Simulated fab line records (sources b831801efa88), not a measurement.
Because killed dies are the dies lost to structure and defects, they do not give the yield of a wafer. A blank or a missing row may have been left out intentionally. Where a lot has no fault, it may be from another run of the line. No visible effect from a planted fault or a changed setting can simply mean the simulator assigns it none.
Chamber matching ; flow gf180mcu ; GF_V1_CMP_26 on cmp-01: 4 sister chambers
The step polishes, stops on SiO2, t overpolish 15 s, target thk 0 nm. 4 wafers are shown with their chamber, then 8 later ones without.

WAFERS PAIRED WITH THEIR CHAMBERS
wafer;chamber;motorCurrentA (A)
L941.1;0;11.9
L947.3;3;11.5
L947.6;1;9.7
L950.2;2;10.8

WAFERS WITHOUT THEIR CHAMBER
wafer;motorCurrentA (A)
L950.5;12.0
L950.6;11.1
L952.4;11.7
L952.5;11.8
L952.6;12.4
L955.1;11.2
L955.2;9.8
L955.3;11.4

THE CHAMBER EACH PASSED THROUGH
wafer;from the rows above;in truth
L950.5;can't be placed: 0 or 3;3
L950.6;can't be placed: 2 or 3 or 0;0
L952.4;can't be placed: 3 or 0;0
L952.5;can't be placed: 0 or 3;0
L952.6;can't be placed: 0 or 3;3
L955.1;can't be placed: 3 or 2 or 0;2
L955.2;1;1
L955.3;can't be placed: 3 or 0 or 2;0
Placed correctly: 1 of 8. Cannot be placed on the basis of these rows: 7; the candidates contain the true chamber in 7. Placed wrongly: 0.
How it was worked out, from the rows above alone: a wafer's distance from a chamber is the root of the sum, over the readings, of the square of ((its reading less the chamber's mean) divided by the reading's scatter). If the next closest chamber is less than 2 further off than the closest, the wafer can't be placed; otherwise it belongs to the closest. Each chamber's mean is taken over the wafers shown for it. The scatter: root of mean squared gap, hidden wafer to nearest shown wafer, with one shown wafer a chamber.
